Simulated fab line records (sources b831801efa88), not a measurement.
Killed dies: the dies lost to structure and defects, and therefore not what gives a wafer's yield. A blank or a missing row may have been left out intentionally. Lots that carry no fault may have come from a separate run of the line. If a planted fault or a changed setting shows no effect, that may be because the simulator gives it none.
fab line records	flow sky130
record lots=6	wafers=18	last-day=50
route steps=708 shown LDD_HVN@274 LDD_HVP@278 LDD_LDN@289 PAD_OPEN@708
lots that met no fault: from a run of the same line without faults
start-h: the number of hours between the record's first day and the start of the first shown wafer of the lot	wait-h: hours from the lot's prior step to this one	" the same as in the row above	L1.1+2: one row covering several wafers at once	- no value, or no start given	* or withheld: withheld	< > ~ a bound
route shown NAME@n: a module of which the file shows steps, and the number in the route of the first	usual: mean/standard deviation of fault-free wafers	same: alike in all rows	chamber/n: place in a boat	sites: each site's reading	_std_site: standard deviation of those values	_edge_site: the outer-site mean with the inner-site mean subtracted	radius-mm: how far each site lies from the wafer's centre	mask NAME#n: copy n	behind: tool/chamber where the wafer was last shaped	hold: why the lot went on hold/how many hours it stayed there/how the hold came to an end	device: the transistor (n, p or np) that didn't switch	end of line: the tests these same wafers got at the end of their route	a step without rows: its recipe alone	killed: not the wafer's yield, but the dies lost to structure and defects at the first sort	map: a wafer's dies, x killed, . not, _ none there
set.NAME: setting as actually run; set.NAME@STEP: the setting as run at that earlier step	model.NAME: the simulator's own value behind a step, which no gauge read
a table for each step, a row for each wafer; lots at some steps of the route
services: when a tool's chamber went out of use (start-h, in hours from the record's first day, below 0 if earlier), for how many hours, and the reason
## steps
# step SKY_LDD_HVN_OVL_MEAS_07
# usual LDD_HVN_OVL=-0.1/1.6
lot.wafer	tool	chamber	start-h	wait-h	LDD_HVN_OVL[nm]
L739.1	overlay-02	-	533.56	0.1	-0.4
L739.4	"	-	"	"	-0.9
L739.5	"	-	"	"	-1.6
L738.1	overlay-02	-	534.16	0.1	0.9
L738.2	"	-	"	"	-0.3
L738.4	"	-	"	"	-0.9
L745.3	overlay-02	-	572.38	0.1	-1.5
L745.4	"	-	"	"	-0.2
L745.6	"	-	"	"	-2.3
L746.2	overlay-01	-	581.13	0.1	-0.6
L746.4	"	-	"	"	0.1
L746.6	"	-	"	"	1.3
L750.3	overlay-02	-	612.27	0.1	2.7
L750.4	"	-	"	"	0.4
L750.5	"	-	"	"	2.0
L754.3	overlay-02	-	645.83	0.1	0.6
L754.4	"	-	"	"	-0.7
L754.6	"	-	"	"	0.2
# step SKY_LDD_HVN_IMPLANT_08
# recipe species=P	energy-kev=60	dose-cm2=3e+13	tilt-deg=40
# step SKY_LDD_HVN_STRIP_09
# recipe chemistry=O2/N2	power-w=1400	pressure-mtorr=1500	platen-temp-c=withheld	o2-flow-sccm=3000	n2-flow-sccm=300	overash-fraction=0.5
# usual chamber-pressure-mTorr=1500.1/1.4	drypump-motor-current-A=5.8/0.37	n2-flow-sccm=300.0/0.9	oes-product-au=0.409/0.0048	strip-time-to-endpoint-s=4.133/0.014
lot.wafer	tool	chamber	start-h	wait-h	chamber-pressure-mTorr	drypump-motor-current-A	n2-flow-sccm	oes-product-au	rf-hours-counter-h	strip-time-to-endpoint-s
L739.1	plasma-asher-03	0	533.74	0.1	1500.3	6.3	299.7	0.413	73	4.141
L739.4	"	1	"	"	1500.6	5.6	299.8	0.412	-	4.152
L739.5	"	0	"	"	1500.2	6.3	299.6	0.407	-	4.136
L738.1	plasma-asher-01	1	534.34	0.1	1497.8	6.2	299.2	0.408	11	4.127
L738.2	"	0	"	"	1501.9	5.6	300.3	0.404	11	4.130
L738.4	"	0	"	"	1500.7	5.5	300.4	0.414	-	4.136
L745.3	plasma-asher-01	1	572.59	0.1	1498.6	6.2	301.9	0.411	-	4.147
L745.4	"	0	"	"	1503.3	5.5	299.0	0.408	-	4.133
L745.6	"	1	"	"	1499.1	6.2	300.4	0.405	-	4.130
L746.2	plasma-asher-04	1	581.31	0.1	1497.3	5.3	300.1	0.412	91	4.120
L746.4	"	1	"	"	1499.0	5.3	299.1	0.407	-	4.131
L746.6	"	0	"	"	1499.4	5.9	299.9	0.411	-	4.152
L750.3	plasma-asher-01	1	612.48	0.1	1501.9	6.3	299.6	0.408	-	4.120
L750.4	"	0	"	"	1501.8	5.5	299.8	0.411	-	4.121
L750.5	"	1	"	"	1498.4	6.3	298.7	0.415	-	4.124
L754.3	plasma-asher-03	1	646.04	0.1	1501.8	5.6	299.9	0.415	-	4.121
L754.4	"	0	"	"	1500.0	6.3	301.8	0.412	-	4.122
L754.6	"	1	"	"	1499.2	5.6	299.3	0.409	-	4.124
# step SKY_LDD_HVN_TW_MEAS_10
# usual LDD_HVN_TW=1455/7.2
lot.wafer	tool	chamber	start-h	wait-h	LDD_HVN_TW
L739.1	film-metro-04	-	533.84	0.1	1456
L739.4	"	-	"	"	1448
L739.5	"	-	"	"	1448
L738.1	film-metro-03	-	534.44	0.1	1456
L738.2	"	-	"	"	1456
L738.4	"	-	"	"	1452
L745.3	film-metro-03	-	572.68	0.1	1461
L745.4	"	-	"	"	1455
L745.6	"	-	"	"	1456
L746.2	film-metro-04	-	581.42	0.1	1463
L746.4	"	-	"	"	1459
L746.6	"	-	"	"	1462
L750.3	film-metro-04	-	612.56	0.1	1461
L750.4	"	-	"	"	1458
L750.5	"	-	"	"	1468
L754.3	film-metro-02	-	646.13	0.1	1445
L754.4	"	-	"	"	1449
L754.6	"	-	"	"	1449
# step SKY_LDD_HVP_DEHYDRATE_00
# recipe temp-c=200	time-s=60
# step SKY_LDD_HVP_HMDS_01
# recipe prime-time-s=60	prime-temp-c=120
# step SKY_LDD_HVP_COAT_02
# recipe resist=NOVOLAK	spin-rpm=3000	resist-thk-nm=300
# step SKY_LDD_HVP_SOFTBAKE_03
# recipe temp-c=90	time-s=60	resist=NOVOLAK
# step SKY_LDD_HVP_EXPOSE_04
# recipe mask-id=HVPTM	na=0.6	source-shape=conventional	sigma-outer=0.6	polarization=unpolarized	target-cd-nm=700	dose-mj=86
# step SKY_LDD_HVP_PEB_05
# recipe temp-c=withheld	time-s=*	resist=NOVOLAK
# step SKY_LDD_HVP_DEVELOP_06
# recipe resist=NOVOLAK	developer=TMAH	develop-time-s=60	dev-temp-c=23
# step SKY_LDD_HVP_OVL_MEAS_07
# usual LDD_HVP_OVL=0.7/1.2
lot.wafer	tool	chamber	start-h	wait-h	LDD_HVP_OVL[nm]
L739.1	overlay-02	-	563.58	0.1	0.9
L739.4	"	-	"	"	2.0
L739.5	"	-	"	"	1.2
L738.1	overlay-01	-	563.97	0.1	1.2
L738.2	"	-	"	"	-0.9
L738.4	"	-	"	"	2.8
L745.3	overlay-02	-	602.42	0.1	-0.2
L745.4	"	-	"	"	1.3
L745.6	"	-	"	"	0.5
L746.2	overlay-02	-	610.29	0.1	0.0
L746.4	"	-	"	"	0.5
L746.6	"	-	"	"	2.4
L750.3	overlay-02	-	642.88	0.1	-0.4
L750.4	"	-	"	"	1.3
L750.5	"	-	"	"	3.2
L754.3	overlay-01	-	675.89	0.1	1.2
L754.4	"	-	"	"	0.9
L754.6	"	-	"	"	1.2
# step SKY_LDD_HVP_IMPLANT_08
# recipe species=B	energy-kev=20	dose-cm2=1.7e+13	tilt-deg=17.9
# usual dose-ions-cm2=1.7e+13/1.7e+10	faraday-current-uA=95.5/2
lot.wafer	tool	chamber	start-h	wait-h	dose-ions-cm2	faraday-current-uA
L739.1	implanter-03	0	563.62	0.0	1.7005e+13	93.5
L739.4	"	0	"	"	1.6965e+13	90.5
L739.5	"	0	"	"	1.7013e+13	93.1
L738.1	implanter-02	0	564.01	0.0	1.7007e+13	92.3
L738.2	"	0	"	"	1.6999e+13	96.4
L738.4	"	0	"	"	1.702e+13	96.5
L745.3	implanter-03	0	602.49	0.1	1.1991e+13	67.5
L745.4	"	0	"	"	1.2029e+13	69.0
L745.6	"	0	"	"	1.2007e+13	67.8
L746.2	implanter-03	0	610.35	0.0	1.1999e+13	69.9
L746.4	"	0	"	"	1.2032e+13	68.6
L746.6	"	0	"	"	1.1999e+13	65.1
L750.3	implanter-02	0	642.96	0.1	1.7013e+13	94.7
L750.4	"	0	"	"	1.6973e+13	95.4
L750.5	"	0	"	"	1.6999e+13	94.6
L754.3	implanter-02	0	675.96	0.1	1.7007e+13	99.1
L754.4	"	0	"	"	1.7011e+13	95.5
L754.6	"	0	"	"	1.6999e+13	97.4
# step SKY_LDD_HVP_STRIP_09
# recipe chemistry=O2/N2	power-w=1400	pressure-mtorr=1500	platen-temp-c=withheld	o2-flow-sccm=3000	n2-flow-sccm=300	overash-fraction=0.5
# usual chamber-pressure-mTorr=1499.9/1.3	drypump-motor-current-A=5.9/0.35	n2-flow-sccm=299.9/0.88	oes-product-au=0.408/0.0041	strip-time-to-endpoint-s=4.137/0.014
lot.wafer	tool	chamber	start-h	wait-h	chamber-pressure-mTorr	drypump-motor-current-A	n2-flow-sccm	oes-product-au	rf-hours-counter-h	strip-time-to-endpoint-s
L739.1	plasma-asher-02	0	563.77	0.1	1499.3	6.1	298.8	0.409	44	4.146
L739.4	"	1	"	"	1499.4	6.2	300.9	0.408	-	4.124
L739.5	"	0	"	"	1498.9	6.1	298.3	0.406	-	4.137
L738.1	plasma-asher-03	0	564.16	0.1	1500.6	6.3	299.2	0.407	76	4.124
L738.2	"	1	"	"	1499.1	5.6	299.9	0.410	76	4.129
L738.4	"	1	"	"	1497.2	5.6	299.8	0.400	-	4.113
L745.3	plasma-asher-02	0	602.63	0.1	1499.6	6.1	299.6	0.404	-	4.140
L745.4	"	1	"	"	1499.4	6.2	299.0	0.405	-	4.137
L745.6	"	0	"	"	1497.3	6.1	299.5	0.415	-	4.128
L746.2	plasma-asher-03	1	610.47	0.1	1499.6	5.6	299.5	0.414	80	4.140
L746.4	"	0	"	"	1498.2	6.3	299.5	0.404	-	4.111
L746.6	"	1	"	"	1499.3	5.6	299.7	0.411	-	4.135
L750.3	plasma-asher-04	1	643.09	0.1	1499.5	5.3	299.5	0.411	-	4.142
L750.4	"	0	"	"	1500.9	5.9	301.4	0.414	-	4.117
L750.5	"	1	"	"	1500.4	5.3	300.1	0.410	-	4.139
L754.3	plasma-asher-04	0	676.09	0.1	1503.6	5.9	301.8	0.415	-	4.130
L754.4	"	1	"	"	1501.2	5.3	298.3	0.404	-	4.160
L754.6	"	0	"	"	1500.4	5.9	300.2	0.408	-	4.132
# step SKY_LDD_HVP_TW_MEAS_10
# usual LDD_HVP_TW=461.3/2.3
lot.wafer	tool	chamber	start-h	wait-h	LDD_HVP_TW
L739.1	film-metro-04	-	563.87	0.1	461.3
L739.4	"	-	"	"	464.7
L739.5	"	-	"	"	460.0
L738.1	film-metro-01	-	564.26	0.1	457.4
L738.2	"	-	"	"	459.7
L738.4	"	-	"	"	456.2
L745.3	film-metro-03	-	602.71	0.1	415.1
L745.4	"	-	"	"	411.8
L745.6	"	-	"	"	412.2
L746.2	film-metro-03	-	610.58	0.1	413.5
L746.4	"	-	"	"	415.7
L746.6	"	-	"	"	414.0
L750.3	film-metro-01	-	643.18	0.1	456.3
L750.4	"	-	"	"	458.1
L750.5	"	-	"	"	459.8
L754.3	film-metro-04	-	676.18	0.1	462.3
L754.4	"	-	"	"	463.2
L754.6	"	-	"	"	462.7
# step SKY_LDD_LDN_DEHYDRATE_00
# recipe temp-c=200	time-s=60
# step SKY_PAD_OPEN_PROBE_99
# usual killed_at_M0_to_M3=43/6.4	killed_at_M4_up=3.2/1.8	killed-at-contacts=25/5.8	killed-at-front-end=16/4.1	killed-at-other=0.2/0.47	killed-dies=88/9.9	killed-on-rim=17/4.1	killed-open=47/7.3	killed-short=40/7.1
# same gross-dies=492	killed-at-back-side=0
lot.wafer	tool	chamber	start-h	wait-h	killed_at_M0_to_M3	killed_at_M4_up	killed-at-contacts	killed-at-front-end	killed-at-other	killed-dies	killed-on-rim	killed-open	killed-short	model.etest.tip_p_5v.rs-ohm-sq	model.etest.pfet-g5v0d10v5.r-on-ohm-um	model.etest.tip_p_5v.rs-ohm-sq-range	model.etest.pfet-g5v0d10v5.drive-ua-um	model.etest.pfet-g5v0d10v5.off-log10-a-um
L739.1	prober-02	-	1126.96	0.1	36	3	24	27	0	90	21	50	40	2838	4839	76.74	335.8	-12.93
L739.4	prober-02	-	1127.11	0.2	40	2	30	16	0	88	15	43	45	2850	4782	72.32	339.9	-12.71
L739.5	prober-02	-	1127.16	0.2	40	1	15	14	0	70	11	42	28	2868	4884	56.72	334.3	-12.66
L738.1	prober-01	-	1127.18	0.1	38	4	28	15	0	85	10	50	35	2857	4814	68.16	340.4	-12.88
L738.2	prober-01	-	1127.23	0.1	57	2	25	12	0	96	25	47	49	2866	4792	79.65	344.8	-12.81
L738.4	prober-01	-	1127.33	0.2	44	2	34	9	0	89	15	47	42	2868	4773	64.42	341.1	-12.97
L745.3	prober-02	-	1147.16	0.2	46	0	26	14	0	86	18	45	40	3628	4868	115.5	333.8	-12.12
L745.4	prober-02	-	1147.21	0.2	47	0	11	16	0	74	15	40	33	3666	5004	119.6	320	-12.87
L745.6	prober-02	-	1147.31	0.2	48	5	22	17	0	92	19	59	33	3600	4910	95.82	330.6	-12.5
L746.2	prober-01	-	1152.68	0.1	47	3	24	19	0	93	20	48	44	3710	4946	151.7	325.2	-13.11
L746.4	prober-01	-	1152.78	0.2	51	4	29	12	0	96	15	46	50	3695	4934	145.3	329	-13.06
L746.6	prober-01	-	1152.88	0.2	40	6	22	18	1	87	18	51	35	3703	4777	179.7	337.8	-13.1
L750.3	prober-01	-	1174.68	0.2	48	3	34	15	0	100	24	61	39	2851	4806	61.42	336.8	-12.22
L750.4	prober-01	-	1174.73	0.2	57	3	24	13	0	97	19	51	46	2827	4835	105.5	338.4	-12.18
L750.5	prober-01	-	1174.78	0.2	41	3	22	15	1	82	14	38	43	2823	4809	83.21	340.7	-12.22
L754.3	prober-01	-	1191.32	0.2	39	3	26	10	0	78	15	45	33	2784	4636	73.12	352.1	-12.5
L754.4	prober-01	-	1191.37	0.2	44	4	31	10	0	89	18	59	30	2802	4704	86.36	346.2	-12.7
L754.6	prober-01	-	1191.47	0.2	47	4	31	16	0	98	16	53	45	2801	4695	61.21	350.6	-12.5
# killed by level:class
L739.1 FIELD_ISO:geometric-particle:open=10 CONTACT:geometric-particle:open=10 CONTACT:geometric-particle:short=7 VIA1:geometric-particle:open=7 POLY_GATE:geometric-particle:open=6 METAL1:geometric-particle:short=6 VIA2:geometric-particle:open=6 FIELD_ISO:geometric-particle:short=4
L739.4 LI_CONTACT:geometric-particle:open=11 CONTACT:geometric-particle:open=9 METAL1:geometric-particle:short=8 VIA1:geometric-particle:open=6 VIA1:geometric-particle:short=6 FIELD_ISO:geometric-particle:open=5 METAL2:geometric-particle:short=5 LOCAL_INTERCONNECT:geometric-particle:short=4
L739.5 VIA1:geometric-particle:open=13 CONTACT:geometric-particle:open=6 LI_CONTACT:geometric-particle:open=5 METAL2:geometric-particle:open=5 FIELD_ISO:geometric-particle:short=4 POLY_GATE:geometric-particle:open=4 METAL1:geometric-particle:short=4 VIA1:geometric-particle:short=3
L738.1 VIA1:geometric-particle:open=10 LI_CONTACT:geometric-particle:open=8 CONTACT:geometric-particle:open=8 CONTACT:geometric-particle:short=6 POLY_GATE:geometric-particle:open=5 METAL1:geometric-particle:short=4 METAL2:geometric-particle:short=4 VIA2:geometric-particle:open=4
L738.2 VIA1:geometric-particle:open=9 VIA1:geometric-particle:short=9 LI_CONTACT:geometric-particle:open=8 CONTACT:geometric-particle:open=6 VIA2:geometric-particle:open=6 VIA3:geometric-particle:open=6 VIA3:geometric-particle:short=5 LOCAL_INTERCONNECT:geometric-particle:short=5
L738.4 CONTACT:geometric-particle:open=12 VIA1:geometric-particle:open=11 LOCAL_INTERCONNECT:geometric-particle:short=9 METAL2:geometric-particle:short=8 LI_CONTACT:geometric-particle:open=7 VIA2:geometric-particle:open=6 CONTACT:geometric-particle:short=4 VIA1:geometric-particle:short=4
L745.3 VIA1:geometric-particle:open=11 CONTACT:geometric-particle:open=9 VIA3:geometric-particle:open=8 FIELD_ISO:geometric-particle:short=7 CONTACT:geometric-particle:short=6 VIA2:geometric-particle:short=6 VIA2:geometric-particle:open=6 METAL2:geometric-particle:short=5
L745.4 VIA2:geometric-particle:open=9 VIA3:geometric-particle:open=7 FIELD_ISO:geometric-particle:open=5 VIA1:geometric-particle:open=5 VIA2:geometric-particle:short=5 FIELD_ISO:geometric-particle:short=4 POLY_GATE:geometric-particle:open=4 METAL1:geometric-particle:short=4
L745.6 CONTACT:geometric-particle:open=11 VIA1:geometric-particle:open=11 VIA2:geometric-particle:open=10 POLY_GATE:geometric-particle:open=5 VIA1:geometric-particle:short=5 LI_CONTACT:geometric-particle:open=5 VIA3:geometric-particle:open=5 METAL1:geometric-particle:short=5
L746.2 VIA1:geometric-particle:open=9 LI_CONTACT:geometric-particle:open=9 METAL2:geometric-particle:short=9 POLY_GATE:geometric-particle:short=8 CONTACT:geometric-particle:open=7 VIA2:geometric-particle:open=7 CONTACT:geometric-particle:short=6 VIA3:geometric-particle:open=5
L746.4 VIA1:geometric-particle:open=11 VIA3:geometric-particle:open=9 VIA1:geometric-particle:short=9 CONTACT:geometric-particle:short=9 LI_CONTACT:geometric-particle:open=8 CONTACT:geometric-particle:open=8 METAL2:geometric-particle:short=7 VIA2:geometric-particle:open=5
L746.6 VIA1:geometric-particle:open=13 LI_CONTACT:geometric-particle:open=9 CONTACT:geometric-particle:open=9 FIELD_ISO:geometric-particle:short=6 VIA2:geometric-particle:open=6 POLY_GATE:geometric-particle:open=5 VIA1:geometric-particle:short=5 METAL2:geometric-particle:short=5
L750.3 VIA2:geometric-particle:open=11 CONTACT:geometric-particle:open=11 LI_CONTACT:geometric-particle:open=10 VIA1:geometric-particle:open=9 LOCAL_INTERCONNECT:geometric-particle:short=7 METAL1:geometric-particle:short=7 POLY_GATE:geometric-particle:open=5 METAL2:geometric-particle:short=5
L750.4 CONTACT:geometric-particle:open=13 METAL2:geometric-particle:short=10 VIA1:geometric-particle:open=9 VIA3:geometric-particle:open=7 LI_CONTACT:geometric-particle:open=6 METAL1:geometric-particle:short=6 VIA1:geometric-particle:short=6 VIA2:geometric-particle:open=6
L750.5 VIA1:geometric-particle:short=9 LI_CONTACT:geometric-particle:open=7 CONTACT:geometric-particle:open=7 VIA1:geometric-particle:open=6 FIELD_ISO:geometric-particle:short=5 FIELD_ISO:geometric-particle:open=5 VIA2:geometric-particle:short=5 VIA3:geometric-particle:open=5
L754.3 LI_CONTACT:geometric-particle:open=11 CONTACT:geometric-particle:open=9 METAL1:geometric-particle:short=6 METAL2:geometric-particle:short=6 VIA3:geometric-particle:open=6 VIA1:geometric-particle:open=5 VIA2:geometric-particle:open=5 VIA1:geometric-particle:short=4
L754.4 CONTACT:geometric-particle:open=15 VIA2:geometric-particle:open=12 LI_CONTACT:geometric-particle:open=8 VIA3:geometric-particle:open=7 VIA1:geometric-particle:open=6 LOCAL_INTERCONNECT:geometric-particle:short=4 METAL1:geometric-particle:short=4 METAL2:geometric-particle:short=4
L754.6 VIA2:geometric-particle:open=12 LOCAL_INTERCONNECT:geometric-particle:short=9 CONTACT:geometric-particle:open=9 LI_CONTACT:geometric-particle:open=7 VIA1:geometric-particle:open=7 VIA1:geometric-particle:short=6 METAL3:geometric-particle:short=6 VIA3:geometric-particle:open=5
## services
tool	chamber	start-h	hours	kind
implanter-03	-	537.88	3.1	pm
plasma-asher-04	-	541.65	1.7	repair
implanter-02	-	561.66	1.9	repair
implanter-03	-	591.42	2.3	repair
implanter-02	-	596.53	0.5	repair
implanter-02	-	611.19	4.9	pm
plasma-asher-04	-	619.48	2.8	pm
implanter-02	-	657.51	1.5	repair
implanter-03	-	660.38	0.5	repair
## key
first-sign step=SKY_LDD_HVP_IMPLANT_08	reading=dose-ions-cm2	direction=down	sigmas=99+	usual=*	struck=*
effect step=SKY_LDD_HVP_IMPLANT_08	reading=faraday-current-uA	direction=down	sigmas=14	usual=95.5	struck=68.0
effect step=SKY_LDD_HVP_TW_MEAS_10	reading=LDD_HVP_TW	direction=down	sigmas=21	usual=461.3	struck=413.7
model-effect step=SKY_PAD_OPEN_PROBE_99	value=etest.tip_p_5v.rs-ohm-sq	without=2842	struck=3667
met-at SKY_LDD_HVP_IMPLANT_08
struck-wafers L745.3,L745.4,L745.6,L746.2,L746.4,L746.6
tester-left-out L745,L746
onset-between 563.62 602.49
fault kind=process-parameter-drift	tool=implanter-03	chamber=-	onset-h=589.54	steps=SKY_LDD_HVP_IMPLANT_08	channel=dose-cm2	offset=*	shape=step	end-h=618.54	acts-in=*	stated=*
# tester-left-out: of these lots the tester's yield and bins aren't shown, on N5 and GAA mostly nor the transistor test; their killed dies are dies lost to structure and defects alone, not to doping, threshold or leakage, so they don't give the yield
